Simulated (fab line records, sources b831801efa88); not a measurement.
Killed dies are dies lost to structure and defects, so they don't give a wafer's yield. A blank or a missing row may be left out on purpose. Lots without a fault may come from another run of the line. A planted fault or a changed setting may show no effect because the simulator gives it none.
One fault seen from 2 desks | flow sky130 | each desk has only its own numbers; what lay behind them comes last

THE METROLOGY DESK
What the gauges read, lot by lot, whatever tool the lot ran on: means of the sampled wafers that have a number. A lot is out of limits, marked OUT, if its mean lies more than 4 standard deviations from the usual mean; the brackets give that distance.
Columns: A = cd_nm at SKY_POLY_GATE_CD_MEAS_13, usual 150.0 nm; B = LDD_HVP_TW at SKY_LDD_HVP_TW_MEAS_10, usual 458; C = SPACER_CVD_00_THK at SKY_SPACER_THK_MEAS_01, usual 43.4 nm
lot  | first seen here | A     | B             | C
L323 | day 16 10:34    | 148.6 | 463           | 43.2
L325 | day 17 06:53    | 149.6 | 461           | 43.4
L326 | day 17 16:28    | 152.0 | 456           | 43.2
L327 | day 17 19:38    | 149.2 | 456           | 43.5
L329 | day 18 13:14    | 151.8 | 464           | 43.0
L331 | day 19 10:56    | 150.4 | 466           | 42.8
L330 | day 19 11:11    | 148.8 | 465           | 43.5
L338 | day 22 03:01    | 150.2 | 765 (+57) OUT | 43.2
L340 | day 22 22:00    | 149.1 | 764 (+57) OUT | 43.5
L342 | day 23 16:25    | 150.9 | 450           | 43.4
L344 | day 24 04:52    | 150.7 | 463           | 43.0
L345 | day 24 11:38    | 152.3 | 452           | 43.9
This desk's finding: out of limits on L338, L340; first on L338, day 27 04:06 (LDD_HVP_TW at SKY_LDD_HVP_TW_MEAS_10). In limits: L323, L325, L326, L327, L329, L331, L330, L342, L344, L345.

THE TOOL OWNER'S DESK: implanter-04
The tool's own readings at SKY_LDD_HVP_IMPLANT_08: means of the sampled wafers that have a number, for each lot that ran on this tool. A lot is out of limits, marked OUT, if its mean lies more than 4 standard deviations from the usual mean; the brackets give that distance.
Columns: A = dose_ions_cm2 at SKY_LDD_HVP_IMPLANT_08, usual 1.7004e+13; B = faraday_current_uA at SKY_LDD_HVP_IMPLANT_08, usual 95.8
lot  | first seen here | A                            | B
L325 | day 22 13:41    | 1.7007e+13                   | 96.9
L331 | day 24 15:32    | 1.7009e+13                   | 96.8
L330 | day 24 17:30    | 1.6999e+13                   | 96.9
L338 | day 27 03:51    | 8.5480e+13 (+99 or more) OUT | 482.3 (+99 or more) OUT
L340 | day 27 22:45    | 8.5507e+13 (+99 or more) OUT | 480.0 (+99 or more) OUT
This desk's finding: out of limits on L338, L340; first on L338, day 27 03:51 (dose_ions_cm2 at SKY_LDD_HVP_IMPLANT_08). In limits: L325, L331, L330.

PUT TOGETHER
The tool owner's desk could have raised an alarm at day 27 03:51, on L338, L340.
The metrology desk could have raised an alarm at day 27 04:06, on L338, L340.
Of the lots named, all ran SKY_LDD_HVP_IMPLANT_08 on implanter-04.

WHAT THE SIMULATOR HAD PUT IN
Process parameter drift: implanter-04, from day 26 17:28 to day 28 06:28, at SKY_LDD_HVP_IMPLANT_08. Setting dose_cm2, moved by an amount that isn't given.
Lots struck among those shown: L338, L340.
Hours from the fault's start to each desk's first reading out of limits: the tool owner's desk, 10; the metrology desk, 11.
